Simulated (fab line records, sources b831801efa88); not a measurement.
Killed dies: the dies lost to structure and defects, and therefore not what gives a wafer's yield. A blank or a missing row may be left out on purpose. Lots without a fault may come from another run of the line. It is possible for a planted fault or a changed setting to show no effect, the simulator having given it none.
fab line records / flow sky130
record lots=12 wafers=36 last_day=51
route steps=708 shown METAL4@630 VIA4@639 PASSIVATION@682 PAD_OPEN@702
lots that met no fault: from a run of the same line without faults
start_h: hours from the record's first day to the start of the lot's first wafer shown / wait_h: hours from the lot's prior step to this one / " identical to the entry in the row above / L1.1+2: a row that stands for several wafers / - value missing, or start not given / * or withheld: withheld / < > ~ a bound
route shown NAME@n: names a module that has steps shown in the file, with the first one's number in the route / usual: average and standard deviation across the fault-free wafers / same: alike in all rows / chamber/n: place in a boat / sites: readings site by site / _std_site: their standard deviation / _edge_site: the outer-site mean with the inner-site mean subtracted / radius_mm: how far each site lies from the wafer's centre / mask NAME#n: copy n / behind: the most recent tool/chamber to have shaped the wafer / hold: why the lot went on hold/how many hours it stayed there/how the hold came to an end / device: the transistor (n, p or np) that didn't switch / end of line: the route-end tests of the same wafers / where a step has no rows: the recipe by itself / killed: dies that structure and defects cost at the first sort, which is not the same as the wafer's yield / map: shows each die of a wafer: x if killed, . if not, _ if none is there
set.NAME: the setting that was run; set.NAME@STEP: the one run at that earlier step / model.NAME: the simulator's own value behind a step, which no gauge read
the route's steps for a sample of lots (tables are steps, rows are wafers)
services: a tool's chamber out of use, with start hour (start_h, from the record's first day; less than 0 if before it), hours out, and reason
## steps
# step SKY_METAL4_OVL_MEAS_14
# usual METAL4_OVL=1/5.6
lot.wafer=L928.1 tool=overlay-01 chamber=- start_h=989.24 wait_h=0.1 METAL4_OVL[nm]=-6
lot.wafer=L928.3 tool=overlay-01 chamber=- start_h=989.24 wait_h=0.1 METAL4_OVL[nm]=-6
lot.wafer=L928.6 tool=overlay-01 chamber=- start_h=989.24 wait_h=0.1 METAL4_OVL[nm]=2
lot.wafer=L930.1 tool=overlay-01 chamber=- start_h=1001.78 wait_h=0.1 METAL4_OVL[nm]=-8
lot.wafer=L930.3 tool=overlay-01 chamber=- start_h=1001.78 wait_h=0.1 METAL4_OVL[nm]=-3
lot.wafer=L930.5 tool=overlay-01 chamber=- start_h=1001.78 wait_h=0.1 METAL4_OVL[nm]=-6
lot.wafer=L931.1 tool=overlay-01 chamber=- start_h=1009.39 wait_h=0.1 METAL4_OVL[nm]=17
lot.wafer=L931.2 tool=overlay-01 chamber=- start_h=1009.39 wait_h=0.1 METAL4_OVL[nm]=0
lot.wafer=L931.3 tool=overlay-01 chamber=- start_h=1009.39 wait_h=0.1 METAL4_OVL[nm]=12
lot.wafer=L932.2 tool=overlay-02 chamber=- start_h=1014.04 wait_h=0.1 METAL4_OVL[nm]=9
lot.wafer=L932.5 tool=overlay-02 chamber=- start_h=1014.04 wait_h=0.1 METAL4_OVL[nm]=-2
lot.wafer=L932.6 tool=overlay-02 chamber=- start_h=1014.04 wait_h=0.1 METAL4_OVL[nm]=-2
lot.wafer=L933.2 tool=overlay-01 chamber=- start_h=1018.69 wait_h=0.1 METAL4_OVL[nm]=8
lot.wafer=L933.5 tool=overlay-01 chamber=- start_h=1018.69 wait_h=0.1 METAL4_OVL[nm]=7
lot.wafer=L933.6 tool=overlay-01 chamber=- start_h=1018.69 wait_h=0.1 METAL4_OVL[nm]=9
lot.wafer=L935.4 tool=overlay-02 chamber=- start_h=1044.15 wait_h=0.1 METAL4_OVL[nm]=-6
lot.wafer=L935.5 tool=overlay-02 chamber=- start_h=1044.15 wait_h=0.1 METAL4_OVL[nm]=0
lot.wafer=L935.6 tool=overlay-02 chamber=- start_h=1044.15 wait_h=0.1 METAL4_OVL[nm]=-4
lot.wafer=L936.2 tool=overlay-01 chamber=- start_h=1045.59 wait_h=0.1 METAL4_OVL[nm]=-4
lot.wafer=L936.4 tool=overlay-01 chamber=- start_h=1045.59 wait_h=0.1 METAL4_OVL[nm]=-3
lot.wafer=L936.6 tool=overlay-01 chamber=- start_h=1045.59 wait_h=0.1 METAL4_OVL[nm]=-5
lot.wafer=L937.1 tool=overlay-02 chamber=- start_h=1052.28 wait_h=0.1 METAL4_OVL[nm]=9
lot.wafer=L937.3 tool=overlay-02 chamber=- start_h=1052.28 wait_h=0.1 METAL4_OVL[nm]=7
lot.wafer=L937.5 tool=overlay-02 chamber=- start_h=1052.28 wait_h=0.1 METAL4_OVL[nm]=7
lot.wafer=L939.1 tool=overlay-02 chamber=- start_h=1072.78 wait_h=0.1 METAL4_OVL[nm]=-3
lot.wafer=L939.5 tool=overlay-02 chamber=- start_h=1072.78 wait_h=0.1 METAL4_OVL[nm]=0
lot.wafer=L939.6 tool=overlay-02 chamber=- start_h=1072.78 wait_h=0.1 METAL4_OVL[nm]=-2
lot.wafer=L942.2 tool=overlay-02 chamber=- start_h=1083.09 wait_h=0.1 METAL4_OVL[nm]=-1
lot.wafer=L942.3 tool=overlay-02 chamber=- start_h=1083.09 wait_h=0.1 METAL4_OVL[nm]=-10
lot.wafer=L942.5 tool=overlay-02 chamber=- start_h=1083.09 wait_h=0.1 METAL4_OVL[nm]=-4
lot.wafer=L947.2 tool=overlay-01 chamber=- start_h=1114.14 wait_h=0.1 METAL4_OVL[nm]=5
lot.wafer=L947.4 tool=overlay-01 chamber=- start_h=1114.14 wait_h=0.1 METAL4_OVL[nm]=6
lot.wafer=L947.6 tool=overlay-01 chamber=- start_h=1114.14 wait_h=0.1 METAL4_OVL[nm]=11
lot.wafer=L951.4 tool=overlay-01 chamber=- start_h=1139.60 wait_h=0.1 METAL4_OVL[nm]=-3
lot.wafer=L951.5 tool=overlay-01 chamber=- start_h=1139.60 wait_h=0.1 METAL4_OVL[nm]=-8
lot.wafer=L951.6 tool=overlay-01 chamber=- start_h=1139.60 wait_h=0.1 METAL4_OVL[nm]=6
# step SKY_VIA4_HDPCVD_00
# recipe material=SiO2 target_thk_nm=1750 sigma_open_frac=0.3 time_s=291.7 temp_c=400 sih4_flow_sccm=60 pressure_mtorr=6
# usual susceptor_temp_C=400.02/0.23
lot.wafer=L928.1 tool=hdpcvd-01 chamber=1 start_h=990.74 wait_h=0.0 susceptor_temp_C=399.64
lot.wafer=L928.3 tool=hdpcvd-01 chamber=2 start_h=990.74 wait_h=0.0 susceptor_temp_C=399.91
lot.wafer=L928.6 tool=hdpcvd-01 chamber=0 start_h=990.74 wait_h=0.0 susceptor_temp_C=400.10
lot.wafer=L930.1 tool=hdpcvd-01 chamber=2 start_h=1002.74 wait_h=0.0 susceptor_temp_C=399.84
lot.wafer=L930.3 tool=hdpcvd-01 chamber=0 start_h=1002.74 wait_h=0.0 susceptor_temp_C=400.00
lot.wafer=L930.5 tool=hdpcvd-01 chamber=2 start_h=1002.74 wait_h=0.0 susceptor_temp_C=399.75
lot.wafer=L931.1 tool=hdpcvd-02 chamber=0 start_h=1010.34 wait_h=0.0 susceptor_temp_C=400.29
lot.wafer=L931.2 tool=hdpcvd-02 chamber=1 start_h=1010.34 wait_h=0.0 susceptor_temp_C=400.18
lot.wafer=L931.3 tool=hdpcvd-02 chamber=2 start_h=1010.34 wait_h=0.0 susceptor_temp_C=399.97
lot.wafer=L932.2 tool=hdpcvd-01 chamber=1 start_h=1014.99 wait_h=0.0 susceptor_temp_C=400.22
lot.wafer=L932.5 tool=hdpcvd-01 chamber=0 start_h=1014.99 wait_h=0.0 susceptor_temp_C=400.43
lot.wafer=L932.6 tool=hdpcvd-01 chamber=1 start_h=1014.99 wait_h=0.0 susceptor_temp_C=399.81
lot.wafer=L933.2 tool=hdpcvd-02 chamber=0 start_h=1019.64 wait_h=0.0 susceptor_temp_C=400.45
lot.wafer=L933.5 tool=hdpcvd-02 chamber=0 start_h=1019.64 wait_h=0.0 susceptor_temp_C=399.98
lot.wafer=L933.6 tool=hdpcvd-02 chamber=2 start_h=1019.64 wait_h=0.0 susceptor_temp_C=400.19
lot.wafer=L935.4 tool=hdpcvd-02 chamber=0 start_h=1045.58 wait_h=0.1 susceptor_temp_C=399.76
lot.wafer=L935.5 tool=hdpcvd-02 chamber=2 start_h=1045.58 wait_h=0.1 susceptor_temp_C=399.87
lot.wafer=L935.6 tool=hdpcvd-02 chamber=1 start_h=1045.58 wait_h=0.1 susceptor_temp_C=400.25
lot.wafer=L936.2 tool=hdpcvd-01 chamber=2 start_h=1046.54 wait_h=0.0 susceptor_temp_C=400.30
lot.wafer=L936.4 tool=hdpcvd-01 chamber=2 start_h=1046.54 wait_h=0.0 susceptor_temp_C=400.07
lot.wafer=L936.6 tool=hdpcvd-01 chamber=0 start_h=1046.54 wait_h=0.0 susceptor_temp_C=399.88
lot.wafer=L937.1 tool=hdpcvd-01 chamber=2 start_h=1053.31 wait_h=0.0 susceptor_temp_C=399.89
lot.wafer=L937.3 tool=hdpcvd-01 chamber=0 start_h=1053.31 wait_h=0.0 susceptor_temp_C=399.54
lot.wafer=L937.5 tool=hdpcvd-01 chamber=0 start_h=1053.31 wait_h=0.0 susceptor_temp_C=399.67
lot.wafer=L939.1 tool=hdpcvd-01 chamber=1 start_h=1073.74 wait_h=0.0 susceptor_temp_C=399.99
lot.wafer=L939.5 tool=hdpcvd-01 chamber=1 start_h=1073.74 wait_h=0.0 susceptor_temp_C=399.94
lot.wafer=L939.6 tool=hdpcvd-01 chamber=2 start_h=1073.74 wait_h=0.0 susceptor_temp_C=399.83
lot.wafer=L942.2 tool=hdpcvd-01 chamber=2 start_h=1084.04 wait_h=0.0 susceptor_temp_C=400.19
lot.wafer=L942.3 tool=hdpcvd-01 chamber=1 start_h=1084.04 wait_h=0.0 susceptor_temp_C=399.75
lot.wafer=L942.5 tool=hdpcvd-01 chamber=1 start_h=1084.04 wait_h=0.0 susceptor_temp_C=399.97
lot.wafer=L947.2 tool=hdpcvd-02 chamber=1 start_h=1115.16 wait_h=0.0 susceptor_temp_C=399.95
lot.wafer=L947.4 tool=hdpcvd-02 chamber=0 start_h=1115.16 wait_h=0.0 susceptor_temp_C=400.27
lot.wafer=L947.6 tool=hdpcvd-02 chamber=2 start_h=1115.16 wait_h=0.0 susceptor_temp_C=399.84
lot.wafer=L951.4 tool=hdpcvd-02 chamber=2 start_h=1140.65 wait_h=0.1 susceptor_temp_C=400.17
lot.wafer=L951.5 tool=hdpcvd-02 chamber=0 start_h=1140.65 wait_h=0.1 susceptor_temp_C=400.40
lot.wafer=L951.6 tool=hdpcvd-02 chamber=1 start_h=1140.65 wait_h=0.1 susceptor_temp_C=400.14
# step SKY_VIA4_THK_MEAS_01
# recipe reads=SiO2_of_VIA4_HDPCVD_00
# usual VIA4_HDPCVD_THK=1752/17
lot.wafer=L928.1 tool=film_metro-02 chamber=- start_h=990.92 wait_h=0.1 VIA4_HDPCVD_THK[nm]=1761
lot.wafer=L928.3 tool=film_metro-02 chamber=- start_h=990.92 wait_h=0.1 VIA4_HDPCVD_THK[nm]=1774
lot.wafer=L928.6 tool=film_metro-02 chamber=- start_h=990.92 wait_h=0.1 VIA4_HDPCVD_THK[nm]=1769
lot.wafer=L930.1 tool=film_metro-04 chamber=- start_h=1003.01 wait_h=0.2 VIA4_HDPCVD_THK[nm]=1752
lot.wafer=L930.3 tool=film_metro-04 chamber=- start_h=1003.01 wait_h=0.2 VIA4_HDPCVD_THK[nm]=1775
lot.wafer=L930.5 tool=film_metro-04 chamber=- start_h=1003.01 wait_h=0.2 VIA4_HDPCVD_THK[nm]=1776
lot.wafer=L931.1 tool=film_metro-02 chamber=- start_h=1010.52 wait_h=0.1 VIA4_HDPCVD_THK[nm]=1731
lot.wafer=L931.2 tool=film_metro-02 chamber=- start_h=1010.52 wait_h=0.1 VIA4_HDPCVD_THK[nm]=1772
lot.wafer=L931.3 tool=film_metro-02 chamber=- start_h=1010.52 wait_h=0.1 VIA4_HDPCVD_THK[nm]=1746
lot.wafer=L932.2 tool=film_metro-04 chamber=- start_h=1015.18 wait_h=0.1 VIA4_HDPCVD_THK[nm]=1741
lot.wafer=L932.5 tool=film_metro-04 chamber=- start_h=1015.18 wait_h=0.1 VIA4_HDPCVD_THK[nm]=1765
lot.wafer=L932.6 tool=film_metro-04 chamber=- start_h=1015.18 wait_h=0.1 VIA4_HDPCVD_THK[nm]=1746
lot.wafer=L933.2 tool=film_metro-04 chamber=- start_h=1019.82 wait_h=0.1 VIA4_HDPCVD_THK[nm]=1753
lot.wafer=L933.5 tool=film_metro-04 chamber=- start_h=1019.82 wait_h=0.1 VIA4_HDPCVD_THK[nm]=1754
lot.wafer=L933.6 tool=film_metro-04 chamber=- start_h=1019.82 wait_h=0.1 VIA4_HDPCVD_THK[nm]=1733
lot.wafer=L935.4 tool=film_metro-04 chamber=- start_h=1045.70 wait_h=0.0 VIA4_HDPCVD_THK[nm]=1743
lot.wafer=L935.5 tool=film_metro-04 chamber=- start_h=1045.70 wait_h=0.0 VIA4_HDPCVD_THK[nm]=1738
lot.wafer=L935.6 tool=film_metro-04 chamber=- start_h=1045.70 wait_h=0.0 VIA4_HDPCVD_THK[nm]=1747
lot.wafer=L936.2 tool=film_metro-01 chamber=- start_h=1046.72 wait_h=0.1 VIA4_HDPCVD_THK[nm]=1759
lot.wafer=L936.4 tool=film_metro-01 chamber=- start_h=1046.72 wait_h=0.1 VIA4_HDPCVD_THK[nm]=1778
lot.wafer=L936.6 tool=film_metro-01 chamber=- start_h=1046.72 wait_h=0.1 VIA4_HDPCVD_THK[nm]=1753
lot.wafer=L937.1 tool=film_metro-04 chamber=- start_h=1053.48 wait_h=0.1 VIA4_HDPCVD_THK[nm]=1761
lot.wafer=L937.3 tool=film_metro-04 chamber=- start_h=1053.48 wait_h=0.1 VIA4_HDPCVD_THK[nm]=1769
lot.wafer=L937.5 tool=film_metro-04 chamber=- start_h=1053.48 wait_h=0.1 VIA4_HDPCVD_THK[nm]=1773
lot.wafer=L939.1 tool=film_metro-01 chamber=- start_h=1073.91 wait_h=0.1 VIA4_HDPCVD_THK[nm]=1777
lot.wafer=L939.5 tool=film_metro-01 chamber=- start_h=1073.91 wait_h=0.1 VIA4_HDPCVD_THK[nm]=2591
lot.wafer=L939.6 tool=film_metro-01 chamber=- start_h=1073.91 wait_h=0.1 VIA4_HDPCVD_THK[nm]=1777
lot.wafer=L942.2 tool=film_metro-04 chamber=- start_h=1084.23 wait_h=0.1 VIA4_HDPCVD_THK[nm]=1771
lot.wafer=L942.3 tool=film_metro-04 chamber=- start_h=1084.23 wait_h=0.1 VIA4_HDPCVD_THK[nm]=2567
lot.wafer=L942.5 tool=film_metro-04 chamber=- start_h=1084.23 wait_h=0.1 VIA4_HDPCVD_THK[nm]=2580
lot.wafer=L947.2 tool=film_metro-01 chamber=- start_h=1115.35 wait_h=0.1 VIA4_HDPCVD_THK[nm]=1756
lot.wafer=L947.4 tool=film_metro-01 chamber=- start_h=1115.35 wait_h=0.1 VIA4_HDPCVD_THK[nm]=1751
lot.wafer=L947.6 tool=film_metro-01 chamber=- start_h=1115.35 wait_h=0.1 VIA4_HDPCVD_THK[nm]=1749
lot.wafer=L951.4 tool=film_metro-01 chamber=- start_h=1140.77 wait_h=0.0 VIA4_HDPCVD_THK[nm]=1747
lot.wafer=L951.5 tool=film_metro-01 chamber=- start_h=1140.77 wait_h=0.0 VIA4_HDPCVD_THK[nm]=1760
lot.wafer=L951.6 tool=film_metro-01 chamber=- start_h=1140.77 wait_h=0.0 VIA4_HDPCVD_THK[nm]=1737
# step SKY_PASSIVATION_THK_MEAS_01
# recipe reads=SiO2_of_PASSIVATION_CVD_00
# usual PASSIVATION_CVD_00_THK=89.8/1.2
lot.wafer=L928.1 tool=film_metro-04 chamber=- start_h=1039.55 wait_h=- PASSIVATION_CVD_00_THK[nm]=87.8
lot.wafer=L928.3 tool=film_metro-04 chamber=- start_h=1039.55 wait_h=- PASSIVATION_CVD_00_THK[nm]=87.0
lot.wafer=L928.6 tool=film_metro-04 chamber=- start_h=1039.55 wait_h=- PASSIVATION_CVD_00_THK[nm]=88.7
lot.wafer=L930.1 tool=film_metro-03 chamber=- start_h=1050.41 wait_h=- PASSIVATION_CVD_00_THK[nm]=88.9
lot.wafer=L930.3 tool=film_metro-03 chamber=- start_h=1050.41 wait_h=- PASSIVATION_CVD_00_THK[nm]=88.9
lot.wafer=L930.5 tool=film_metro-03 chamber=- start_h=1050.41 wait_h=- PASSIVATION_CVD_00_THK[nm]=90.8
lot.wafer=L931.1 tool=film_metro-04 chamber=- start_h=1059.17 wait_h=- PASSIVATION_CVD_00_THK[nm]=89.2
lot.wafer=L931.2 tool=film_metro-04 chamber=- start_h=1059.17 wait_h=- PASSIVATION_CVD_00_THK[nm]=89.7
lot.wafer=L931.3 tool=film_metro-04 chamber=- start_h=1059.17 wait_h=- PASSIVATION_CVD_00_THK[nm]=89.4
lot.wafer=L932.2 tool=film_metro-03 chamber=- start_h=1062.26 wait_h=- PASSIVATION_CVD_00_THK[nm]=89.3
lot.wafer=L932.5 tool=film_metro-03 chamber=- start_h=1062.26 wait_h=- PASSIVATION_CVD_00_THK[nm]=90.7
lot.wafer=L932.6 tool=film_metro-03 chamber=- start_h=1062.26 wait_h=- PASSIVATION_CVD_00_THK[nm]=91.2
lot.wafer=L933.2 tool=film_metro-02 chamber=- start_h=1065.61 wait_h=- PASSIVATION_CVD_00_THK[nm]=88.9
lot.wafer=L933.5 tool=film_metro-02 chamber=- start_h=1065.61 wait_h=- PASSIVATION_CVD_00_THK[nm]=89.9
lot.wafer=L933.6 tool=film_metro-02 chamber=- start_h=1065.61 wait_h=- PASSIVATION_CVD_00_THK[nm]=89.8
lot.wafer=L935.4 tool=film_metro-03 chamber=- start_h=1091.15 wait_h=- PASSIVATION_CVD_00_THK[nm]=88.3
lot.wafer=L935.5 tool=film_metro-03 chamber=- start_h=1091.15 wait_h=- PASSIVATION_CVD_00_THK[nm]=88.6
lot.wafer=L935.6 tool=film_metro-03 chamber=- start_h=1091.15 wait_h=- PASSIVATION_CVD_00_THK[nm]=90.0
lot.wafer=L936.2 tool=film_metro-03 chamber=- start_h=1092.66 wait_h=- PASSIVATION_CVD_00_THK[nm]=90.1
lot.wafer=L936.4 tool=film_metro-03 chamber=- start_h=1092.66 wait_h=- PASSIVATION_CVD_00_THK[nm]=89.9
lot.wafer=L936.6 tool=film_metro-03 chamber=- start_h=1092.66 wait_h=- PASSIVATION_CVD_00_THK[nm]=89.8
lot.wafer=L937.1 tool=film_metro-03 chamber=- start_h=1097.63 wait_h=- PASSIVATION_CVD_00_THK[nm]=89.0
lot.wafer=L937.3 tool=film_metro-03 chamber=- start_h=1097.63 wait_h=- PASSIVATION_CVD_00_THK[nm]=90.1
lot.wafer=L937.5 tool=film_metro-03 chamber=- start_h=1097.63 wait_h=- PASSIVATION_CVD_00_THK[nm]=90.2
lot.wafer=L939.1 tool=film_metro-04 chamber=- start_h=1117.88 wait_h=- PASSIVATION_CVD_00_THK[nm]=89.4
lot.wafer=L939.5 tool=film_metro-04 chamber=- start_h=1117.88 wait_h=- PASSIVATION_CVD_00_THK[nm]=90.9
lot.wafer=L939.6 tool=film_metro-04 chamber=- start_h=1117.88 wait_h=- PASSIVATION_CVD_00_THK[nm]=90.4
lot.wafer=L942.2 tool=film_metro-03 chamber=- start_h=1126.70 wait_h=- PASSIVATION_CVD_00_THK[nm]=88.3
lot.wafer=L942.3 tool=film_metro-03 chamber=- start_h=1126.70 wait_h=- PASSIVATION_CVD_00_THK[nm]=89.3
lot.wafer=L942.5 tool=film_metro-03 chamber=- start_h=1126.70 wait_h=- PASSIVATION_CVD_00_THK[nm]=90.1
lot.wafer=L947.2 tool=film_metro-03 chamber=- start_h=1157.29 wait_h=- PASSIVATION_CVD_00_THK[nm]=90.0
lot.wafer=L947.4 tool=film_metro-03 chamber=- start_h=1157.29 wait_h=- PASSIVATION_CVD_00_THK[nm]=92.7
lot.wafer=L947.6 tool=film_metro-03 chamber=- start_h=1157.29 wait_h=- PASSIVATION_CVD_00_THK[nm]=91.9
lot.wafer=L951.4 tool=film_metro-03 chamber=- start_h=1180.44 wait_h=- PASSIVATION_CVD_00_THK[nm]=93.0
lot.wafer=L951.5 tool=film_metro-03 chamber=- start_h=1180.44 wait_h=- PASSIVATION_CVD_00_THK[nm]=90.7
lot.wafer=L951.6 tool=film_metro-03 chamber=- start_h=1180.44 wait_h=- PASSIVATION_CVD_00_THK[nm]=90.1
# step SKY_PAD_OPEN_STRIP_08
# recipe chemistry=O2/N2 power_w=1400 pressure_mtorr=1500 platen_temp_c=withheld overash_fraction=0.7 o2_flow_sccm=3000 n2_flow_sccm=300
# usual drypump_motor_current_A=5.2/0.35 oes_product_au=0.663/0.0046
lot.wafer=L928.1 tool=plasma_asher-04 chamber=1 start_h=1082.48 wait_h=0.1 drypump_motor_current_A=5.2 oes_product_au=0.660 rf_hours_counter_h=34
lot.wafer=L928.3 tool=plasma_asher-04 chamber=0 start_h=1082.48 wait_h=0.1 drypump_motor_current_A=4.9 oes_product_au=0.662 rf_hours_counter_h=-
lot.wafer=L928.6 tool=plasma_asher-04 chamber=1 start_h=1082.48 wait_h=0.1 drypump_motor_current_A=5.2 oes_product_au=0.659 rf_hours_counter_h=-
lot.wafer=L930.1 tool=plasma_asher-04 chamber=1 start_h=1092.77 wait_h=0.1 drypump_motor_current_A=5.2 oes_product_au=0.669 rf_hours_counter_h=35
lot.wafer=L930.3 tool=plasma_asher-04 chamber=1 start_h=1092.77 wait_h=0.1 drypump_motor_current_A=5.2 oes_product_au=0.663 rf_hours_counter_h=-
lot.wafer=L930.5 tool=plasma_asher-04 chamber=0 start_h=1092.77 wait_h=0.1 drypump_motor_current_A=4.9 oes_product_au=0.659 rf_hours_counter_h=-
lot.wafer=L931.1 tool=plasma_asher-03 chamber=0 start_h=1100.47 wait_h=0.1 drypump_motor_current_A=5.4 oes_product_au=0.659 rf_hours_counter_h=65
lot.wafer=L931.2 tool=plasma_asher-03 chamber=1 start_h=1100.47 wait_h=0.1 drypump_motor_current_A=5.2 oes_product_au=0.663 rf_hours_counter_h=65
lot.wafer=L931.3 tool=plasma_asher-03 chamber=0 start_h=1100.47 wait_h=0.1 drypump_motor_current_A=5.4 oes_product_au=0.662 rf_hours_counter_h=-
lot.wafer=L932.2 tool=plasma_asher-04 chamber=0 start_h=1104.03 wait_h=0.1 drypump_motor_current_A=4.9 oes_product_au=0.663 rf_hours_counter_h=36
lot.wafer=L932.5 tool=plasma_asher-04 chamber=1 start_h=1104.03 wait_h=0.1 drypump_motor_current_A=5.2 oes_product_au=0.666 rf_hours_counter_h=-
lot.wafer=L932.6 tool=plasma_asher-04 chamber=0 start_h=1104.03 wait_h=0.1 drypump_motor_current_A=4.9 oes_product_au=0.670 rf_hours_counter_h=-
lot.wafer=L933.2 tool=plasma_asher-03 chamber=1 start_h=1106.68 wait_h=0.1 drypump_motor_current_A=5.2 oes_product_au=0.662 rf_hours_counter_h=65
lot.wafer=L933.5 tool=plasma_asher-03 chamber=0 start_h=1106.68 wait_h=0.1 drypump_motor_current_A=5.4 oes_product_au=0.669 rf_hours_counter_h=-
lot.wafer=L933.6 tool=plasma_asher-03 chamber=1 start_h=1106.68 wait_h=0.1 drypump_motor_current_A=5.2 oes_product_au=0.660 rf_hours_counter_h=-
lot.wafer=L935.4 tool=plasma_asher-01 chamber=0 start_h=1131.00 wait_h=0.1 drypump_motor_current_A=5.9 oes_product_au=0.660 rf_hours_counter_h=-
lot.wafer=L935.5 tool=plasma_asher-01 chamber=1 start_h=1131.00 wait_h=0.1 drypump_motor_current_A=4.7 oes_product_au=0.666 rf_hours_counter_h=-
lot.wafer=L935.6 tool=plasma_asher-01 chamber=0 start_h=1131.00 wait_h=0.1 drypump_motor_current_A=5.9 oes_product_au=0.660 rf_hours_counter_h=-
lot.wafer=L936.2 tool=plasma_asher-03 chamber=1 start_h=1133.17 wait_h=0.1 drypump_motor_current_A=5.2 oes_product_au=0.659 rf_hours_counter_h=67
lot.wafer=L936.4 tool=plasma_asher-03 chamber=0 start_h=1133.17 wait_h=0.1 drypump_motor_current_A=5.4 oes_product_au=0.660 rf_hours_counter_h=-
lot.wafer=L936.6 tool=plasma_asher-03 chamber=0 start_h=1133.17 wait_h=0.1 drypump_motor_current_A=5.4 oes_product_au=0.663 rf_hours_counter_h=-
lot.wafer=L937.1 tool=plasma_asher-01 chamber=0 start_h=1137.13 wait_h=0.1 drypump_motor_current_A=5.9 oes_product_au=0.664 rf_hours_counter_h=100
lot.wafer=L937.3 tool=plasma_asher-01 chamber=0 start_h=1137.13 wait_h=0.1 drypump_motor_current_A=5.9 oes_product_au=0.671 rf_hours_counter_h=-
lot.wafer=L937.5 tool=plasma_asher-01 chamber=1 start_h=1137.13 wait_h=0.1 drypump_motor_current_A=4.7 oes_product_au=0.665 rf_hours_counter_h=-
lot.wafer=L939.1 tool=plasma_asher-01 chamber=0 start_h=1157.77 wait_h=0.1 drypump_motor_current_A=5.9 oes_product_au=0.659 rf_hours_counter_h=102
lot.wafer=L939.5 tool=plasma_asher-01 chamber=0 start_h=1157.77 wait_h=0.1 drypump_motor_current_A=5.9 oes_product_au=0.653 rf_hours_counter_h=-
lot.wafer=L939.6 tool=plasma_asher-01 chamber=1 start_h=1157.77 wait_h=0.1 drypump_motor_current_A=4.6 oes_product_au=0.663 rf_hours_counter_h=-
lot.wafer=L942.2 tool=plasma_asher-01 chamber=1 start_h=1164.22 wait_h=0.1 drypump_motor_current_A=4.6 oes_product_au=0.663 rf_hours_counter_h=103
lot.wafer=L942.3 tool=plasma_asher-01 chamber=1 start_h=1164.22 wait_h=0.1 drypump_motor_current_A=4.7 oes_product_au=0.668 rf_hours_counter_h=-
lot.wafer=L942.5 tool=plasma_asher-01 chamber=0 start_h=1164.22 wait_h=0.1 drypump_motor_current_A=5.9 oes_product_au=0.670 rf_hours_counter_h=-
lot.wafer=L947.2 tool=plasma_asher-04 chamber=0 start_h=1191.77 wait_h=0.1 drypump_motor_current_A=5.0 oes_product_au=0.665 rf_hours_counter_h=45
lot.wafer=L947.4 tool=plasma_asher-04 chamber=0 start_h=1191.77 wait_h=0.1 drypump_motor_current_A=4.9 oes_product_au=0.659 rf_hours_counter_h=-
lot.wafer=L947.6 tool=plasma_asher-04 chamber=1 start_h=1191.77 wait_h=0.1 drypump_motor_current_A=5.2 oes_product_au=0.669 rf_hours_counter_h=-
lot.wafer=L951.4 tool=plasma_asher-03 chamber=0 start_h=1211.26 wait_h=0.1 drypump_motor_current_A=5.4 oes_product_au=0.663 rf_hours_counter_h=-
lot.wafer=L951.5 tool=plasma_asher-03 chamber=0 start_h=1211.26 wait_h=0.1 drypump_motor_current_A=5.4 oes_product_au=0.668 rf_hours_counter_h=-
lot.wafer=L951.6 tool=plasma_asher-03 chamber=1 start_h=1211.26 wait_h=0.1 drypump_motor_current_A=5.2 oes_product_au=0.663 rf_hours_counter_h=-
## services
tool=hdpcvd-01 chamber=1 start_h=998.53 hours=4.5 kind=repair
tool=hdpcvd-01 chamber=0 start_h=1100.66 hours=5.1 kind=repair
tool=hdpcvd-01 chamber=0 start_h=1106.71 hours=3.4 kind=repair
tool=plasma_asher-03 chamber=- start_h=1124.44 hours=2.9 kind=repair
tool=hdpcvd-02 chamber=- start_h=1135.33 hours=4.7 kind=repair
tool=plasma_asher-04 chamber=- start_h=1157.19 hours=3.5 kind=repair
tool=plasma_asher-03 chamber=- start_h=1177.98 hours=6.4 kind=repair
## key
first_sign step=SKY_VIA4_THK_MEAS_01 reading=VIA4_HDPCVD_THK direction=up sigmas=48 usual=1752 struck=2579
effect none on later readings
met_at SKY_VIA4_HDPCVD_00
struck_lots L939,L942
struck_wafers L939.5,L942.3,L942.5
not_acting_at SKY_METAL4_OVL_MEAS_14,SKY_PASSIVATION_THK_MEAS_01,SKY_PAD_OPEN_STRIP_08
onset_between 1053.31 1073.74
fault kind=process_parameter_drift tool=hdpcvd-01 chamber=- onset_h=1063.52 steps=SKY_VIA4_HDPCVD_00 channel=target_thk_nm offset=810.49 shape=step end_h=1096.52 scope=struck_wafers_only acts_in=these_recipes_only stated=1750
